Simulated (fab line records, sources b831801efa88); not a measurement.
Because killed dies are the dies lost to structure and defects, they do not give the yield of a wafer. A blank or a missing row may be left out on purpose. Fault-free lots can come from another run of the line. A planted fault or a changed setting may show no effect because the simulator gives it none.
Which tool is to blame?    flow gf180mcu    Sampling: 7 lots, 19 wafers, 2 of 602 route steps

## WHAT EACH GAUGE READ, for each wafer
GF_VT_IMPLANT_RS_MEAS_48: measures by four-point-probe.
lot   measured      on             LVPWELL_RS (ohm/sq)
L916  day 7 20:05   film-metro-01  1202 1201 1205
L920  day 8 22:55   film-metro-03  1198 1203 1197
L923  day 9 18:29   film-metro-01  1193 1200 1199
L926  day 10 15:41  film-metro-03  1196 1199
L930  day 11 19:21  film-metro-03  1198 1198
L934  day 12 22:16  film-metro-03  1191 1193 1191
L938  day 14 03:34  film-metro-01  1195 1198 1196

## WHICH TOOL RAN EACH LOT (tool, then ch and the chambers of the sampled wafers, then the start)
lot   GF_VT_IMPLANT_STRIP_09
L916  plasma-asher-03 ch 1, day 5 22:49
L920  plasma-asher-03 ch 0,1, day 6 22:37
L923  plasma-asher-04 ch 0,1, day 7 15:49
L926  plasma-asher-03 ch 0,1, day 8 10:57
L930  plasma-asher-01 ch 0,1, day 9 12:07
L934  plasma-asher-01 ch 0,1, day 10 13:04
L938  plasma-asher-03 ch 0,1, day 11 14:55
- GF_VT_IMPLANT_STRIP_09: strips in O2/N2.

## THE ANSWER, worked out from the rows above alone
Rule: the usual values come from the lots themselves. The widest of any qualifying gaps counts: lots, ordered by their means at a reading, are off when they make up no more than a third of the lots, leave a main group of 4 or more, and stand apart from it by 3 or more times the standard deviation of that group's means. The tables above print the reading to a certain number of digits; a main group whose means all agree to those digits is not used. A lot without any number at a reading at which 4 lots or more have one is off too. Where the step has rows for the other lots, those lots are counted as sound.
No lot is off at any reading shown: from this, nothing can be told.

## WHAT WAS PUT IN BY THE SIMULATOR
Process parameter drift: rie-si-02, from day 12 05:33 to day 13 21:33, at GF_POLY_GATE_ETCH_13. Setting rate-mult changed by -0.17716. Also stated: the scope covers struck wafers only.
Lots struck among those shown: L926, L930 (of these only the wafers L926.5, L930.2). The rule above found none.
